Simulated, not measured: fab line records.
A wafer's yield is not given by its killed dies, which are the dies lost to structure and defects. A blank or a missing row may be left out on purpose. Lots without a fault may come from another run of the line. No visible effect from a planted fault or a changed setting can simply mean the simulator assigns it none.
Struck lot and sound lot, side by side | flow sky130 | 14 out of 708 route steps
Sound: these wafers, L857.1, L857.2, L857.5. Wafers struck: L849.2, L849.3, L849.5. At the end, the cause is stated.
Per side, at each step with rows, come the tool, then ch with its chambers, and then its first start. Under that, the readings that differ: sound wafers | struck wafers | difference of the means | sigmas: that difference in standard deviations of wafers without a fault.
alike: readings whose means differ by less than 2 such deviations, and words and numbers that are the same on both sides. not compared: withheld readings, readings that some wafer has no value for, bounds like >300 that may hide the same value, and numbers for which the record gives no deviation and whose values overlap.
The two part at a step that has a row with sigmas, a row that says differs or no value, or rows on one side only. Numbers that have no deviation but don't overlap get no sigmas and don't part them. A reading missing from all wafers of one side parts the sides only when that side holds two or more wafers.

first, 1 step without rows for these wafers: SKY_SONOS_ONO_WET_ETCH_16 (etches SiO2 in dHF, target depth 14 nm, time 280 s).
SKY_SONOS_ONO_STRIP_17: strips in O2/N2.
  sound on plasma-asher-03 ch 0,1, day 18 13:36; struck on plasma-asher-03 ch 0,1, day 16 01:03
  alike: drypump-motor-current-A, oes-product-au, strip-time-to-endpoint-s
  not compared: rf-hours-counter-h
then, 3 steps without rows for these wafers: SKY_SONOS_ONO_WET_ETCH_18 (etches Si3N4 in H3PO4, target depth 15 nm, time 172 s); SKY_GATE_OXIDE_CLEAN_00 (cleans in SC1/SC2, time 150 s); SKY_GATE_OXIDE_OXIDATION_01 (stabilise 600 s, purge 300 s, target thk 10.268 nm).
SKY_GATE_OXIDE_THK_MEAS_02:
  sound: film-metro-01 at day 18 15:47; struck: film-metro-02 at day 16 03:20
  alike: GATE_OXIDE_OXIDATION_00_THK
then, 6 steps without rows for these wafers: SKY_GATE_OXIDE_DEHYDRATE_03 (time 60 s); SKY_GATE_OXIDE_HMDS_04 (prime time 60 s); SKY_GATE_OXIDE_COAT_05 (resist thk 1140 nm); SKY_GATE_OXIDE_SOFTBAKE_06 (time 60 s); SKY_GATE_OXIDE_EXPOSE_07 (exposes mask LVOM, target cd 600 nm); SKY_GATE_OXIDE_PEB_08.
SKY_GATE_OXIDE_DEVELOP_09: develop time 60 s.
  struck on litho-track-04, day 17 06:26; sound on litho-track-04 ch 0, day 19 22:33
  no value came back on the struck wafers for chill-plate-temp-C (C), develop-time-s (s), developer-temp-C (C); on the sound wafers chill-plate-temp-C (C) reads 22.94 23.08 23.07
SKY_GATE_OXIDE_OVL_MEAS_10:
  sound: overlay-02 at day 19 22:42; struck: overlay-01 at day 17 06:34
  reading             | sound        | struck | difference                    | sigmas
  GATE_OXIDE_OVL (nm) | 0.0 1.0 -0.3 | - - -  | no value on the struck wafers |

== WHERE THEY PART ==
Earliest at SKY_GATE_OXIDE_DEVELOP_09; latest, in this record, at SKY_GATE_OXIDE_OVL_MEAS_10.

WHY: whatever the simulator had introduced
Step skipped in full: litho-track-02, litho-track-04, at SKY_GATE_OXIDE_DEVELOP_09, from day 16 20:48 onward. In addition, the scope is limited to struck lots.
